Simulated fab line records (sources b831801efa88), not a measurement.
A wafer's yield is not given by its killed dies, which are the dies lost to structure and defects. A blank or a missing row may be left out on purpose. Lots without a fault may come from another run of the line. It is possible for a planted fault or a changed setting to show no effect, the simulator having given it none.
Chamber matching | flow gf180mcu | GF_PASSIVATION_CVD_02 on pecvd-03: 3 sister chambers
The step deposits Si3N4, target thk 700 nm, time 486.18 s. 3 wafers are shown with their chamber, then 7 later ones without.

## WAFERS WITH THEIR CHAMBER
wafer  | chamber | heaterPowerW (W)
L224.6 | 2       | 703
L226.1 | 1       | 817
L226.5 | 0       | 572

## WAFERS MISSING THEIR CHAMBER
wafer  | heaterPowerW (W)
L226.6 | 679
L228.4 | 755
L228.5 | 565
L228.6 | 801
L233.1 | 602
L233.2 | 712
L233.5 | 663

## CHAMBER TAKEN BY EACH
wafer  | from the rows above     | in truth
L226.6 | 2                       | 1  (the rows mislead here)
L228.4 | can't be placed: 2 or 1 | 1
L228.5 | 0                       | 0
L228.6 | 1                       | 1
L233.1 | 0                       | 0
L233.2 | 2                       | 2
L233.5 | can't be placed: 2 or 0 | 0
4 of 7 placed correctly. These rows do not allow placing 2 (true chamber among the candidates in 2). 1 placed wrongly.
How it was worked out, from the rows above alone: a wafer's distance from a chamber is the root of the sum, over the readings, of the square of ((its reading less the chamber's mean) divided by the reading's scatter). The wafer belongs to the nearest chamber; if the next one is less than 2 further off, it can't be placed. For every chamber, the mean is computed from those of its wafers that are shown. The scatter: root of mean squared gap, hidden wafer to nearest shown wafer, with one shown wafer a chamber.
